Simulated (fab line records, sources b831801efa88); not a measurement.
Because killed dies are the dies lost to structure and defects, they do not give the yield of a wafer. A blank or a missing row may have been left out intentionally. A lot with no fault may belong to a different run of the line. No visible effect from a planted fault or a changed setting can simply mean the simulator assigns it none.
8D (eight disciplines) problem report, filled in by code || flow sky130 || the parts of the form that need people (team, actions taken, sign-off) are left out

1. THE PROBLEM
At SKY_PAD_OPEN_PROBE_99, killed_at_M0_to_M3 averages 81 over 6 wafers from 2 lots, while fault-free wafers read 42, standard deviation 6.3. That is +6.1 standard deviations from the usual mean.
Seen first at day 47 13:23 on prober-02, wafer L328.4. The record holds 24 wafers of 8 lots with a number at this step. Rule for "out" (also "out of limits"): further than 4 standard deviations from the usual mean. The other wafers with a number count as sound.

2. WHAT IT IS, WHAT IT ISN'T
{"question": "which readings at this step", "is": "killed_at_M0_to_M3", "is not": "killed at contacts, killed at front end, killed at other, killed short, sort_bin_8_speed"}
{"question": "which lots", "is": "L327, L328", "is not": "L324, L326, L338, L339, L340, L342"}
{"question": "which wafers of those lots", "is": "all that have a number", "is not": "-"}
{"question": "read on which tools", "is": "prober-02", "is not": "prober-01"}
{"question": "when", "is": "from day 47 13:23", "is not": "up to then (6 sound wafers); but 12 sound wafers of L338, L339, L340, L342 came after"}

3. WHAT RULES OUT EACH SUSPECT
Counting: a tool at any process step up to the reading remains a suspect when it ran all the lots that are out and ran no sound lot after the first of those.
- wet bench-04 at SKY_METAL1_STRIP_21 (strips in post etch residue remover, time 1200 s): ruled out as a lasting fault. The sound lots L340, L342 went through it after L328, its earliest lot that is out (day 34 22:28).
- prober-02 at SKY_PAD_OPEN_PROBE_99: ruled out as a lasting fault. The sound lots L338, L339, L340 went through it after L328, its earliest lot that is out (day 47 13:23).
Left after counting: nothing in the record.

4. THE CAUSE (what the simulator had put in)
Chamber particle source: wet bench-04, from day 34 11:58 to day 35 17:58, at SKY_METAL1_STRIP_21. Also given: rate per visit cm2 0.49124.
It was ruled out by counting, in error; the rule expects a fault to strike all lots run on its tool from its start on, and this fault did not.

5. THE CHAIN OF EFFECTS, in route order
Each row: a reading where the mean over the struck wafers with a number is more than 3 standard deviations away from the usual. Scope: only readings with a usual standard deviation given in the record; hours: median across lots of the time from each lot's start at the first step in this table that gives one to its start at this step; sigmas: change in usual standard deviations.
{"hours": 0, "step": "SKY_PAD_OPEN_PROBE_99", "reading": "defect limited yield", "usual": "82.9 %", "on struck wafers": 75.1, "change": -7.8, "sigmas": -4.1}
{"hours": 0, "step": "SKY_PAD_OPEN_PROBE_99", "reading": "killed_at_M0_to_M3", "usual": 42, "on struck wafers": 81, "change": "+39", "sigmas": "+6.1"}
{"hours": 0, "step": "SKY_PAD_OPEN_PROBE_99", "reading": "killed dies", "usual": 84, "on struck wafers": 122, "change": "+38", "sigmas": "+4.1"}
{"hours": 0, "step": "SKY_PAD_OPEN_PROBE_99", "reading": "killed on rim", "usual": 16, "on struck wafers": 29, "change": "+13", "sigmas": "+3.0"}
{"hours": 0, "step": "SKY_PAD_OPEN_PROBE_99", "reading": "sort_bin_5_function", "usual": "10.0 %", "on struck wafers": 15.7, "change": "+5.7", "sigmas": "+4.1"}
{"hours": 0, "step": "SKY_PAD_OPEN_PROBE_99", "reading": "sort n pass", "usual": 408, "on struck wafers": 370, "change": -38, "sigmas": -4.1}
{"hours": 0, "step": "SKY_PAD_OPEN_PROBE_99", "reading": "sort yield pct", "usual": "82.9 %", "on struck wafers": 75.1, "change": -7.8, "sigmas": -4.1}
The process steps in it:
- SKY_PAD_OPEN_PROBE_99

6. WHAT WOULD HAVE CAUGHT IT SOONER
In this record the first reading out of limits was taken at day 47 13:23, 313 hours after the fault began at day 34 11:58.
No tool reading at SKY_METAL1_STRIP_21 that has a usual standard deviation in the record was out on any struck wafer, so an alarm limit of 4 standard deviations on those readings would not have fired.
